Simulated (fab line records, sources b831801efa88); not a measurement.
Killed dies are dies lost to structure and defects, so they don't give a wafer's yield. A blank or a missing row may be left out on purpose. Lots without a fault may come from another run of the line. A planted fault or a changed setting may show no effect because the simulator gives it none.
A struck lot beside a sound one | flow sky130 | 15 steps out of a route of 708
Sound: wafers L828.1, L828.2, L828.3. Struck: wafer L830.6. (L830.2, L830.4 of the same lot were not struck and are left out.) The cause comes at the end.
At each step with rows: each side's tool, then ch and its chambers, then its first start. Under that, the readings that differ: sound wafers | struck wafers | difference of the means | sigmas: that difference in standard deviations of wafers without a fault.
alike: readings whose means differ by less than 2 such deviations, and words and numbers that are the same on both sides. not compared: withheld readings, readings that some wafer has no value for, bounds like >300 that may hide the same value, and numbers for which the record gives no deviation and whose values overlap.
The two part at a step that has a row with sigmas, a row that says differs or no value, or rows on one side only. Numbers that don't overlap but have no deviation are shown without sigmas and don't part them. A reading that every wafer of one side lacks parts them only if that side has two wafers or more.

SKY_METAL4_SPUTTER_01: material TiN, target thk 20 nm, time 16.7 s.
  sound on pvd_sputter-01, day 41 13:40; struck on pvd_sputter-01, day 42 03:19
  alike: cathode_dc_power_W, throttle_valve_pct
then, 1 step without rows for these wafers: SKY_METAL4_SPUTTER_02 (material AlCu, target thk 735 nm, time 39.1 s).
SKY_METAL4_SPUTTER_03: material Ti, target thk 5 nm, time 3.3 s.
  sound on pvd_sputter-01, day 41 13:43; struck on pvd_sputter-01, day 42 03:22
  alike: cathode_dc_power_W, throttle_valve_pct
SKY_METAL4_SPUTTER_04: material TiN, target thk 70 nm, time 58.3 s.
  sound on pvd_sputter-01, day 41 13:44; struck on pvd_sputter-01, day 42 03:23
  alike: cathode_dc_power_W, throttle_valve_pct
SKY_CAP2M_CVD_00: deposits SiO2, target thk 15.5 nm.
  sound on pecvd-01 ch 0,1,2, day 41 13:47; struck on pecvd-04 ch 0, day 42 03:27
  alike: heater_power_w
SKY_CAP2M_THK_MEAS_01:
  sound on film_metro-01, day 41 13:49; struck on film_metro-03, day 42 03:31
  alike: CAP2M_CVD_00_THK
SKY_CAP2M_SPUTTER_02: material TiN, target thk 200 nm, time 166.7 s.
  sound on pvd_sputter-02, day 41 13:52; struck on pvd_sputter-03, day 42 03:34
  alike: cathode_dc_power_W, throttle_valve_pct
SKY_CAP2M_RS_MEAS_03: measures by four-point-probe.
  sound on film_metro-04, day 41 13:59; struck on film_metro-04, day 42 03:41
  alike: CAP2M_TIN_RS
SKY_CAP2M_THK_MEAS_04: measures by xrf.
  sound on film_metro-04, day 41 14:06; struck on film_metro-04, day 42 03:48
  alike: CAP2M_TIN_THK
then, 3 steps without rows for these wafers: SKY_CAP2M_DEHYDRATE_05 (time 60 s); SKY_CAP2M_HMDS_06 (prime time 60 s); SKY_CAP2M_COAT_07 (resist thk 1140 nm).
SKY_CAP2M_SOFTBAKE_08: time 60 s.
  sound on litho_track-01 ch 0, day 42 01:25; struck on litho_track-01 ch 0, day 42 15:24
  reading                  | sound             | struck | difference | sigmas
  heater_power_total_W (W) | 56.65 56.63 56.58 | 57.50  | +0.88      | +19
  run_length_s (s)         | 88.7 88.8 88.7    | 85.5   | -3.2       | -9
  alike: resist_line_temp_C
then, 1 step without rows for these wafers: SKY_CAP2M_EXPOSE_09 (exposes mask CAP2M, target cd 1000 nm).
-- the record jumps here: 5 days lie between the struck wafers' starts before and after (it left off in module CAP2M and takes up again in module PAD_OPEN, whose first step shown is number 708 of the route) --
SKY_PAD_OPEN_PROBE_99:
  the record has rows for the struck wafers here (prober-02, day 47 20:40) and none for the sound ones

WHERE THEY PART
First at SKY_CAP2M_SOFTBAKE_08; last, within this record, at SKY_PAD_OPEN_PROBE_99.

WHY: what the simulator had put in
Process parameter drift: litho_track-01, from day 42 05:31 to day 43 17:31, at SKY_CAP2M_SOFTBAKE_08. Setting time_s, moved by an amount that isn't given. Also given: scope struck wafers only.
